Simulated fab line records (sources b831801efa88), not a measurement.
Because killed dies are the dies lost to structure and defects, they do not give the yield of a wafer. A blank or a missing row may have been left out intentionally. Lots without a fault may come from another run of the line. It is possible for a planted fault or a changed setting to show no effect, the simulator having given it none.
A lot that was struck, set against a sound lot / flow sky130 / 17 out of 708 route steps
Sound: the wafers L640.1, L640.4, L640.6. Wafers L657.2, L657.4, L657.6 were the ones struck. The cause comes at the end.
At each step with rows: each side's tool, then ch and its chambers, then its first start. Under that, the readings that differ: sound wafers / struck wafers / difference of the means / sigmas: that difference in standard deviations of wafers without a fault.
alike: readings with means less than 2 such deviations apart, plus words and numbers identical on both sides. not compared: withheld readings, readings lacking a value on some wafer, bounds such as >300 that could conceal the same value, and numbers that have no deviation in the record and whose values overlap.
A row with sigmas, a row that says differs or no value, or rows on one side alone: a step with any of these is where the two part. When numbers do not overlap yet have no deviation, they are printed without sigmas and do not part them. Lack of a reading on every wafer of one side parts them only where that side has two or more wafers.

first, 3 steps without rows for these wafers: SKY_SONOS_ONO_WET_ETCH_18 (etches Si3N4 in H3PO4, target depth 15 nm, time 172 s); SKY_GATE_OXIDE_CLEAN_00 (cleans in SC1/SC2, time 150 s); SKY_GATE_OXIDE_OXIDATION_01 (stabilise 600 s, purge 300 s, target thk 10.268 nm).
SKY_GATE_OXIDE_THK_MEAS_02:
  struck on film_metro-03, day 19 17:07; sound on film_metro-03, day 13 22:24
  alike: GATE_OXIDE_OXIDATION_00_THK
then, 7 steps without rows for these wafers: SKY_GATE_OXIDE_DEHYDRATE_03 (time 60 s); SKY_GATE_OXIDE_HMDS_04 (prime time 60 s); SKY_GATE_OXIDE_COAT_05 (resist thk 1140 nm); SKY_GATE_OXIDE_SOFTBAKE_06 (time 60 s); SKY_GATE_OXIDE_EXPOSE_07 (exposes mask LVOM, target cd 600 nm); SKY_GATE_OXIDE_PEB_08; SKY_GATE_OXIDE_DEVELOP_09 (develop time 60 s).
SKY_GATE_OXIDE_OVL_MEAS_10:
  struck on overlay-01, day 20 23:35; sound on overlay-01, day 15 00:02
  alike: GATE_OXIDE_OVL
SKY_GATE_OXIDE_IMPLANT_11:
  sound on implanter-03 ch 0, day 15 00:04; struck on implanter-03 ch 0, day 20 23:38
reading=dose_ions_cm2; sound=2.599e+12 2.599e+12 2.598e+12; struck=1.858e+12 1.855e+12 1.858e+12; difference=-7.417e+11; sigmas=-99 or more
reading=faraday_current_uA; sound=14.76 14.66 15.08; struck=10.47 10.64 10.46; difference=-4.31; sigmas=-15
then, 1 step without rows for these wafers: SKY_GATE_OXIDE_WET_ETCH_12 (etches SiO2 in dHF, target depth 16.8 nm, time 336 s).
SKY_GATE_OXIDE_STRIP_13: strips in O2/N2.
  sound on plasma_asher-03 ch 0, day 15 00:19; struck on plasma_asher-02 ch 0,1, day 20 23:52
  alike: drypump_motor_current_A, oes_product_au, strip_time_to_endpoint_s
  not compared: rf_hours_counter_h
SKY_GATE_OXIDE_TW_MEAS_14:
  struck on film_metro-02, day 21 00:13; sound on film_metro-02, day 15 00:25
reading=GATE_OXIDE_TW; sound=225.1 224.6 224.7; struck=203.9 202.0 203.8; difference=-21.6; sigmas=-15
  not compared: hold
-- here the record skips 29 days between the struck wafers' starts before and after, leaving off in module GATE_OXIDE and picking up in module PAD_OPEN (first step shown: number 708 of the route) --
SKY_PAD_OPEN_PROBE_99:
  struck on prober-01, day 50 10:04; sound on prober-02, day 46 16:15
reading=hold; sound=- - -; struck=await_dispo/7.7h/release await_dispo/7.7h/release await_dispo/7.7h/release; difference=no value on the sound wafers; sigmas=
reading=model.etest.tip_p.rs_ohm_sq; sound=7057 7037 7058; struck=7176 7098 7187; difference=+103; sigmas=
reading=model.etest.pfet_01v8.r_on_ohm_um; sound=3016 3025 2959; struck=3096 3126 3124; difference=+115; sigmas=
reading=model.etest.nfet_01v8_lvt.drive_ua_um; sound=572.9 564.9 576.1; struck=635.9 637.4 638; difference=+65.8; sigmas=
reading=model.etest.nfet_01v8.drive_ua_um; sound=496.1 493.4 504.7; struck=553.2 552 552.9; difference=+54.6; sigmas=
reading=model.etest.nfet_01v8_swapped.drive_ua_um; sound=500.5 498.9 502.7; struck=556 554.9 551.8; difference=+54; sigmas=
reading=model.etest.nfet_01v8_turned.drive_ua_um; sound=498 494.6 501.5; struck=559 554.5 549.9; difference=+56; sigmas=
reading=model.etest.sram_nfet_pass.drive_ua_um; sound=478 463.6 489.5; struck=551.8 547.1 524; difference=+63.9; sigmas=
reading=model.etest.nfet_01v8.r_on_ohm_um; sound=845 838.1 825.3; struck=790.6 784.3 785; difference=-49.5; sigmas=
  alike: killed_at_M0_to_M3, killed_at_M4_up, killed_at_contacts, killed_at_front_end, killed_at_other, killed_dies, killed_open, killed_short

WHERE THEY PART
At SKY_GATE_OXIDE_IMPLANT_11 first; at SKY_PAD_OPEN_PROBE_99 last (within this record only).

WHY: what had been put in by the simulator
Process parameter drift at SKY_GATE_OXIDE_IMPLANT_11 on implanter-03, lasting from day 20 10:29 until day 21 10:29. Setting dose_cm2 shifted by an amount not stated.
